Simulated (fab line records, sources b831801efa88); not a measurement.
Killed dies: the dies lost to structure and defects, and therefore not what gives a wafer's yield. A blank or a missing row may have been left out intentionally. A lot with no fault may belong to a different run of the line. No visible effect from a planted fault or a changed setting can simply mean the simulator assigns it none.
A single fault, viewed from 2 desks || flow gf180mcu || each desk has only its own numbers; what lay behind them comes last

FROM THE METROLOGY DESK
Lot by lot, what the gauges showed, no matter which tool ran the lot: averages of those sampled wafers that carry a number. The brackets show how far a lot's mean lies from the usual mean; more than 4 standard deviations puts the lot out of limits, marked OUT.
Columns: A = V1_OVL at GF_V1_OVL_MEAS_15, usual 0 nm; B = V1_W_RS at GF_V1_RS_MEAS_24, usual 0.327 ohm/sq; C = V1_W_THK at GF_V1_THK_MEAS_25, usual 351 nm; D = M2_ALCU_THK at GF_M2_THK_MEAS_06, usual 441 nm
{"lot": "L362", "first seen here": "day 18 04:56", "A": -5, "B": 0.329, "C": 353, "D": 438}
{"lot": "L363", "first seen here": "day 18 15:49", "A": -1, "B": 0.327, "C": 349, "D": 440}
{"lot": "L365", "first seen here": "day 19 10:50", "A": -7, "B": 0.333, "C": 339, "D": 440}
{"lot": "L367", "first seen here": "day 20 10:17", "A": -5, "B": 0.324, "C": 354, "D": 443}
{"lot": "L368", "first seen here": "day 20 13:32", "A": -0, "B": 0.329, "C": 352, "D": 444}
{"lot": "L369", "first seen here": "day 20 23:23", "A": 2, "B": 0.333, "C": 341, "D": 447}
{"lot": "L370", "first seen here": "day 21 05:54", "A": 0, "B": 0.331, "C": 347, "D": 442}
{"lot": "L373", "first seen here": "day 22 08:19", "A": 5, "B": 0.322, "C": 356, "D": 435}
{"lot": "L376", "first seen here": "day 23 17:21", "A": 3, "B": 0.329, "C": 345, "D": 449}
{"lot": "L379", "first seen here": "day 24 15:59", "A": 0, "B": 0.334, "C": 346, "D": 439}
{"lot": "L380", "first seen here": "day 25 05:15", "A": 1, "B": 0.341, "C": 338, "D": 434}
{"lot": "L384", "first seen here": "day 26 10:14", "A": -11, "B": 0.320, "C": 357, "D": 436}
Finding of this desk: none of the 12 lots has anything out of limits.

TOOL OWNER'S DESK, cvdW-01
The tool's own readings at GF_V1_CVD_23 (deposits W, target thk 350 nm, time 105.05 s): means of the sampled wafers that have a number, for each lot that ran on this tool. The brackets show how far a lot's mean lies from the usual mean; more than 4 standard deviations puts the lot out of limits, marked OUT.
Columns: A = chamberPressureTorr at GF_V1_CVD_23, usual 39.98 Torr; B = heaterPowerW at GF_V1_CVD_23, usual 833 W; C = susceptorTempC at GF_V1_CVD_23, usual 399.96 C
{"lot": "L362", "first seen here": "day 18 05:46", "A": 40.00, "B": 721, "C": 399.85}
{"lot": "L365", "first seen here": "day 19 11:38", "A": 39.92, "B": 735, "C": 400.11}
{"lot": "L369", "first seen here": "day 21 00:12", "A": 40.05, "B": 740, "C": 400.22}
{"lot": "L370", "first seen here": "day 21 06:46", "A": 39.99, "B": 752, "C": 399.97}
{"lot": "L376", "first seen here": "day 23 18:10", "A": 40.03, "B": 725, "C": 400.03}
{"lot": "L379", "first seen here": "day 24 16:47", "A": 39.97, "B": 748, "C": 399.87}
{"lot": "L380", "first seen here": "day 25 06:03", "A": 40.01, "B": 721, "C": 400.04}
Finding of this desk: none of the 7 lots has anything out of limits.

PUT TOGETHER
Metrology desk: nothing out of limits seen.
The tool owner's desk saw nothing out of limits.

WHAT THE SIMULATOR HAD INSERTED
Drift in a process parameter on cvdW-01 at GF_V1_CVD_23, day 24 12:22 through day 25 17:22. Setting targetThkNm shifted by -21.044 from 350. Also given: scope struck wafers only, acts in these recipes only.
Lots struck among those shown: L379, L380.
